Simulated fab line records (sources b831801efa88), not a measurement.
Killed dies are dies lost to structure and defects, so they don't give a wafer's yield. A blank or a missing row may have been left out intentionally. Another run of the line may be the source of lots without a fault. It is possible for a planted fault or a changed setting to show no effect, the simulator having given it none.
What tool caused it? -- flow sfq_line -- Sampling: 14 lots, 42 wafers, 2 of 325 route steps

## WHAT THE GAUGES SHOWED, per wafer
SFQ_M1_OVL_MEAS_911. Usual: M1_OVL gives -3 nm (standard deviation 6).
lot,measured,on,M1_OVL (nm),flag
L232,day 17 04:12,overlay-02,-15 -9 -14,
L233,day 17 15:00,overlay-01,3 9 -1,
L234,day 18 00:36,overlay-01,-1 1 9,
L235,day 18 06:35,overlay-02,-2 -7 2,
L236,day 18 18:36,overlay-01,1 6 5,
L238,day 20 03:00,overlay-01,2 1 2,
L239,day 20 17:25,overlay-01,-13 -8 -6,
L242,day 22 22:02,overlay-01,7 1 2,
L243,day 23 07:38,overlay-01,-3 -5 -3,
L247,day 24 08:40,overlay-01,6 4 0,
L249,day 25 01:26,overlay-01,1 1 -2,
L253,day 26 14:48,overlay-01,-1 0 -4,
L254,day 27 02:48,overlay-02,6 8 -1,
L255,day 27 11:12,overlay-02,-2 -12 -2,

## WHAT TOOL EACH LOT RAN ON (gives the tool, then ch and the chambers of the sampled wafers, and finally the start)
lot,SFQ_TRILAYER_L0_BARC_OPEN_METAL_ETCH_010
L232,"rie_metal-01 ch 0,1, day 2 13:13"
L233,"rie_metal-03 ch 0, day 2 16:52"
L234,"rie_metal-04 ch 0,1, day 2 22:50"
L235,"rie_metal-01 ch 0,1, day 3 06:01"
L236,"rie_metal-01 ch 0,1, day 3 10:49"
L238,"rie_metal-03 ch 0,1, day 3 22:23"
L239,"rie_metal-03 ch 0,1, day 4 04:25"
L242,"rie_metal-03 ch 0,1, day 4 21:19"
L243,"rie_metal-01 ch 0,1, day 5 00:53"
L247,"rie_metal-01 ch 0, day 5 18:53"
L249,"rie_metal-04 ch 0,1, day 6 04:31"
L253,"rie_metal-04 ch 0, day 7 00:26"
L254,"rie_metal-01 ch 0,1, day 7 07:38"
L255,"rie_metal-03 ch 0,1, day 7 10:02"
- SFQ_TRILAYER_L0_BARC_OPEN_METAL_ETCH_010: etches BARC in O2, target depth 125 nm, time 41.7 s.

## AS READ BY THE TOOLS THEMSELVES (means over the sampled wafers that have a number; for cases with no such wafer, the mark the record gives instead)
SFQ_TRILAYER_L0_BARC_OPEN_METAL_ETCH_010. Usual: bias_w 80.03 W, standard deviation 0.24; drypump_motor_current_A 5.3 A, standard deviation 0.36; he_backside_leak_sccm 3.49 sccm, standard deviation 0.24; oes_product_au 0.685 a.u., standard deviation 0.0046; run_length_s 69.7 s, standard deviation 0.67.
lot,tool,bias_w (W),drypump_motor_current_A (A),he_backside_leak_sccm (sccm),oes_product_au (a.u.),run_length_s (s),flag
L232,rie_metal-01,80.01,5.5,3.34,0.683,69.5,
L233,rie_metal-03,80.37,4.7,3.67,0.686,69.5,
L234,rie_metal-04,79.97,5.3,3.72,0.685,70.0,
L235,rie_metal-01,79.99,5.3,3.24,0.682,69.5,
L236,rie_metal-01,80.04,5.5,3.30,0.684,69.5,
L238,rie_metal-03,80.02,5.4,3.48,0.684,69.5,
L239,rie_metal-03,80.08,5.4,3.60,0.652,74.0,OFF
L242,rie_metal-03,80.16,5.1,3.66,0.652,74.3,OFF
L243,rie_metal-01,80.00,5.5,3.51,0.684,69.8,
L247,rie_metal-01,79.97,5.2,3.72,0.686,69.7,
L249,rie_metal-04,79.98,5.3,3.59,0.685,70.0,
L253,rie_metal-04,79.87,5.0,3.44,0.686,69.3,
L254,rie_metal-01,79.68,5.3,3.43,0.682,72.5,OFF
L255,rie_metal-03,80.01,5.1,3.46,0.682,69.5,

## THE ANSWER, worked out from the rows above alone
Rule: take the mean of a lot's wafers that have a number; if it is more than 3 standard deviations from the usual mean, the lot is off. A lot without any number at a reading at which 4 lots or more have one is off too. Any other lot the step has rows for is counted as sound. After the gauges, taken in route order, come the tools' own readings; for these a lot's mean is taken, as printed above. At the first step where some lot is off, the reading lying furthest off is the one used; lots without a number count as furthest.
Off at SFQ_TRILAYER_L0_BARC_OPEN_METAL_ETCH_010 (oes_product_au): L239, L242.
A tool fits if, at that step or a process step before it, it ran every lot that is off, and no sound lot after the first of them. Of those tried, none fits.

## WHAT WAS PUT IN BY THE SIMULATOR
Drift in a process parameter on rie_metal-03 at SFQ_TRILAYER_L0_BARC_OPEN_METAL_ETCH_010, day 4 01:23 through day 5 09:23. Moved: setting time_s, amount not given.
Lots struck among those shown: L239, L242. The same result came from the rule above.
